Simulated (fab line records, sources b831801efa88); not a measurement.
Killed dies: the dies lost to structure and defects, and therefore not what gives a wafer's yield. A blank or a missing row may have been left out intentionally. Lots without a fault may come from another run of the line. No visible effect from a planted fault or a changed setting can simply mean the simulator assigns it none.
Struck lot and sound lot, side by side	flow sky130	18 out of 708 route steps
Sound: these wafers, L750.1, L750.5, L750.6. Struck: wafer L744.2 (left out: L744.3, L744.4 of the same lot, which were not struck); the cause appears at the end.
Each step with rows lists, per side, the tool, then ch with its chambers, then its first start. Under that, the readings that differ: sound wafers	struck wafers	difference of the means	sigmas: that difference in standard deviations of wafers without a fault.
alike: readings with means less than 2 such deviations apart, plus words and numbers identical on both sides. not compared: withheld readings, readings lacking a value on some wafer, bounds such as >300 that could conceal the same value, and numbers that have no deviation in the record and whose values overlap.
Wherever a step has rows on one side only, a row that says differs or no value, or a row with sigmas, the two part there. Numbers that don't overlap but have no deviation are shown without sigmas and don't part them. Lack of a reading on every wafer of one side parts them only where that side has two or more wafers.

SKY_GATE_OXIDE_STRIP_13: strips in O2/N2.
  sound on plasma-asher-03 ch 0,1, day 21 20:29; struck on plasma-asher-04 ch 0, day 19 10:51
  alike: drypump-motor-current-A, oes-product-au, strip-time-to-endpoint-s
  not compared: rf-hours-counter-h
SKY_GATE_OXIDE_TW_MEAS_14:
  struck on film-metro-04, day 19 10:58; sound on film-metro-01, day 21 20:35
  alike: GATE_OXIDE_TW
then, 3 steps without rows for these wafers: SKY_GATE_OXIDE_CLEAN_15 (cleans in SC1/SC2, time 150 s); SKY_GATE_OXIDE_OXIDATION_16 (stabilise 600 s, purge 300 s, target thk 3.57 nm); SKY_POLY_GATE_CVD_00 (deposits poly-Si, target thk 180 nm, time 720 s).
SKY_POLY_GATE_THK_MEAS_01:
  struck on film-metro-02, day 19 14:23; sound on film-metro-01, day 21 23:26
  alike: POLY_GATE_CVD_00_THK
then, 6 steps without rows for these wafers: SKY_RES_PROTECT_DEHYDRATE_00 (time 60 s); SKY_RES_PROTECT_HMDS_01 (prime time 60 s); SKY_RES_PROTECT_COAT_02 (resist thk 1140 nm); SKY_RES_PROTECT_SOFTBAKE_03 (time 60 s); SKY_RES_PROTECT_EXPOSE_04 (exposes mask RPM, target cd 1270 nm); SKY_RES_PROTECT_PEB_05.
SKY_RES_PROTECT_DEVELOP_06: develop time 60 s.
  sound on litho-track-01 ch 0, day 23 06:33; struck on litho-track-04 ch 0, day 20 22:07
next, for these wafers, 1 step has no rows: SKY_POLY_GATE_IMPLANT_02.
SKY_RES_PROTECT_STRIP_07: strips in O2/N2.
  sound on plasma-asher-03 ch 0,1, day 23 06:51; struck on plasma-asher-03 ch 1, day 20 22:23
  alike: drypump-motor-current-A, oes-product-au, strip-time-to-endpoint-s
  not compared: rf-hours-counter-h
SKY_RES_PROTECT_TW_MEAS_08:
  struck on film-metro-02, day 20 22:29; sound on film-metro-03, day 23 06:57
reading	sound	struck	difference	sigmas
POLY_GATE_TW	4041 4042 4038	80	-3960	-99 or more
then, 1 step without rows for these wafers: SKY_RES_PROTECT_CLEAN_09 (cleans in SC1/SC2, time 150 s).
-- the record jumps here: 29 days lie between the struck wafers' starts before and after (it left off in module RES_PROTECT and takes up again in module PAD_OPEN, whose first step shown is number 708 of the route) --
SKY_PAD_OPEN_PROBE_99:
  struck on prober-02, day 50 01:22; sound on prober-02, day 51 03:41
reading	sound	struck	difference	sigmas
killed_at_M4_up	6 4 3	0	-4	-2
killed-at-other	0 0 0	243	+243	+99 or more
killed-dies	100 60 90	316	+233	+25
killed-on-rim	21 15 14	34	+17	+4
  alike: killed_at_M0_to_M3, killed-at-contacts, killed-at-front-end, killed-open, killed-short

## WHERE THEY PART
Last at SKY_PAD_OPEN_PROBE_99 as far as this record goes, first at SKY_RES_PROTECT_TW_MEAS_08.

WHY: what had been put in by the simulator
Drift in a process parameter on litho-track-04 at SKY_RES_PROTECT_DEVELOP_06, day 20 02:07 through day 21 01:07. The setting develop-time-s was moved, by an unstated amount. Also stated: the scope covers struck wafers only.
